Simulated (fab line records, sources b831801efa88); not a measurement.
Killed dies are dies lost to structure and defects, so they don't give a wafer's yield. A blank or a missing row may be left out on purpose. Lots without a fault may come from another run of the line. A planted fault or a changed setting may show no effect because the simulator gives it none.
Problem report in the 8D (eight disciplines) form, filled by code | flow sfq_line | the parts of the form that need people (team, actions taken, sign-off) are left out

1. THE PROBLEM
rf_fwd_power_W at SFQ_TRILAYER_M4_ETCH_METAL_ETCH_096 reads a mean of 692.4 W on 6 wafers of 2 lots; wafers without a fault read 597.4 W with a standard deviation of 1.8. That is +53 standard deviations from the usual mean.
The step: etches Nb in Cl2/Ar, stops on SiO2, target depth 240 nm, time 120 s.
First seen on wafer L835.3, day 60 00:47, on rie_metal-03. The record holds 18 wafers of 6 lots with a number at this step. Rule for "out", or "out of limits": more than 4 standard deviations from the usual mean. The other wafers with a number count as sound.

2. WHAT IT IS AND WHAT IT IS NOT
question                    | is                     | is not
which readings at this step | rf_fwd_power_W         | drypump_motor_current_A, oes_product_au
which lots                  | L835, L837             | L822, L842, L843, L844
which wafers of those lots  | all that have a number | -
read on which tools         | rie_metal-03           | rie_metal-04
when                        | from day 60 00:47      | up to then (3 sound wafers); but 9 sound wafers of L842, L843, L844 came after

3. SUSPECTS, AND WHAT RULES EACH OUT
Counting: a tool at a process step up to the reading stays a suspect if it ran every lot that is out and no sound lot after the first of them.
- rie_metal-03 at SFQ_TRILAYER_M4_BARC_OPEN_METAL_ETCH_123 (etches BARC in O2, target depth 125 nm, time 41.7 s): ruled out as a lasting fault. Sound lots L842, L843, L844 ran on it after its first lot that is out, L835 (day 60 00:34).
- rie_metal-03 at SFQ_TRILAYER_M4_ETCH_METAL_ETCH_096 (etches Nb in Cl2/Ar, stops on SiO2, target depth 240 nm, time 120 s): ruled out as a lasting fault. Sound lots L842, L843, L844 ran on it after its first lot that is out, L835 (day 60 00:47).
Left after counting: nothing in the record.

4. THE CAUSE (what the simulator had put in)
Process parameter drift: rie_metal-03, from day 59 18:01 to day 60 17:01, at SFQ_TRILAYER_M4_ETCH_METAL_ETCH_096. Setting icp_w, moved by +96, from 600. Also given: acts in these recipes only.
Counting ruled it out, wrongly.

5. THE CHAIN OF EFFECTS, in route order
Each row: a reading whose mean over the struck wafers that have a number lies more than 3 standard deviations from the usual. Only readings for which the record gives a usual standard deviation are gone through. hours: the time from each lot's start at the first step in this table that gives one to its start at this step, as a median over the lots. sigmas: the change in usual standard deviations.
hours | step                                | reading        | usual   | on struck wafers | change | sigmas
0     | SFQ_TRILAYER_M4_ETCH_METAL_ETCH_096 | rf_fwd_power_W | 597.4 W | 692.4            | +95.0  | +53
The process steps in it:
- SFQ_TRILAYER_M4_ETCH_METAL_ETCH_096: etches Nb in Cl2/Ar, stops on SiO2, target depth 240 nm, time 120 s.

6. WHAT WOULD HAVE CAUGHT IT SOONER
In this record the first reading out of limits was taken at day 60 00:47, 7 hours after the fault began at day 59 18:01.
